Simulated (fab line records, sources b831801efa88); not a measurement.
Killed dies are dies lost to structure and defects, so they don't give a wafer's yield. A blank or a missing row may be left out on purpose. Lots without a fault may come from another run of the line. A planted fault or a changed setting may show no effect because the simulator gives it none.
Which tool did it? | flow gf180mcu | 24 lots, 72 wafers sampled, at 2 steps of a route of 602

WHAT THE GAUGES READ, wafer by wafer
GF_MVSD_TW_MEAS_11.
lot  | measured     | on            | MVSD_TW
L074 | day 4 16:34  | film_metro-03 | 1577 1583 1572
L075 | day 4 20:24  | film_metro-03 | 1590 1586 1589
L076 | day 5 00:21  | film_metro-04 | 1581 1588 1576
L078 | day 5 09:34  | film_metro-04 | 1578 1574 1581
L077 | day 5 11:10  | film_metro-03 | 1585 1599 1597
L079 | day 5 17:16  | film_metro-04 | 1586 1579 1582
L080 | day 5 21:59  | film_metro-01 | 1587 1587 1590
L081 | day 6 05:59  | film_metro-01 | 1582 1579 1582
L082 | day 6 07:41  | film_metro-01 | 1596 1585 1588
L083 | day 6 15:39  | film_metro-04 | 1580 1585 1590
L084 | day 6 22:02  | film_metro-03 | 1592 1594 1585
L085 | day 7 02:22  | film_metro-03 | 1592 1598 1587
L086 | day 7 09:52  | film_metro-01 | 1590 1587 1585
L087 | day 7 14:06  | film_metro-04 | 1573 1579 1578
L088 | day 7 19:52  | film_metro-01 | 1591 1592 1591
L089 | day 8 03:11  | film_metro-01 | 1584 1588 1588
L090 | day 8 10:18  | film_metro-04 | 1586 1594 1596
L091 | day 8 14:35  | film_metro-01 | 1591 1586 1580
L092 | day 8 19:54  | film_metro-03 | 1580 1589 1589
L093 | day 9 03:18  | film_metro-03 | 1591 1589 1584
L094 | day 9 04:37  | film_metro-04 | 1581 1570 1573
L095 | day 9 10:09  | film_metro-01 | 1589 1579 1584
L096 | day 9 18:08  | film_metro-04 | 1571 1577 1576
L097 | day 10 00:12 | film_metro-04 | 1575 1574 1577

GF_V1_BOW_MEAS_05.
lot  | measured     | on            | V1_BOW (um)
L074 | day 17 09:59 | film_metro-03 | 74 84 74
L075 | day 17 19:52 | film_metro-01 | 95 87 81
L076 | day 18 00:28 | film_metro-02 | 75 78 77
L078 | day 18 15:20 | film_metro-02 | 85 74 85
L077 | day 18 18:14 | film_metro-01 | 83 71 86
L079 | day 19 02:36 | film_metro-01 | 85 80 80
L080 | day 19 12:24 | film_metro-02 | 72 68 72
L081 | day 19 22:25 | film_metro-01 | 77 85 78
L082 | day 20 00:05 | film_metro-03 | 78 77 83
L083 | day 20 13:10 | film_metro-02 | 77 80 75
L084 | day 20 22:32 | film_metro-03 | 74 77 79
L085 | day 21 08:13 | film_metro-03 | 92 72 67
L086 | day 21 17:13 | film_metro-01 | 90 86 90
L087 | day 21 22:51 | film_metro-03 | 83 69 86
L088 | day 22 10:40 | film_metro-03 | 91 92 88
L089 | day 22 20:50 | film_metro-01 | 83 88 91
L090 | day 23 01:56 | film_metro-01 | 97 82 100
L091 | day 23 09:39 | film_metro-02 | 76 70 79
L092 | day 23 18:43 | film_metro-03 | 84 73 86
L093 | day 24 03:05 | film_metro-03 | 91 73 83
L094 | day 24 06:03 | film_metro-02 | 71 72 85
L095 | day 24 12:59 | film_metro-03 | 89 90 75
L096 | day 24 21:14 | film_metro-01 | 86 90 98
L097 | day 25 06:33 | film_metro-02 | 81 81 78

WHICH TOOL RAN EACH LOT (tool, then ch and the chambers of the sampled wafers, then the start)
The record holds no process step before these readings.

WHAT THE TOOLS THEMSELVES READ (means of the sampled wafers that have a number; where no wafer has one, the mark that the record gives instead)
The record holds no such reading with a usual standard deviation.

THE ANSWER, worked out from the rows above alone
Rule: what is usual is taken from the lots themselves. Put in order of their means at a reading, lots are off if they are a third of the lots or fewer, leave a main group of 4 or more, and stand apart from it by a gap of 3 or more times the standard deviation of the main group's means; of several such gaps the widest counts. A main group whose means are all the same, to the digits that the tables above print for the reading, isn't used. A lot without any number at a reading at which 4 lots or more have one is off too. The other lots that the step has rows for count as sound. The gauges are gone through in route order, then the tools' own readings, and for those a lot's mean is taken as printed above. The first step at which some lot is off is used, and at that step the reading that is off furthest; a lot without a number counts as furthest.
No lot is off at any reading shown: from this, nothing can be told.

WHAT THE SIMULATOR HAD PUT IN
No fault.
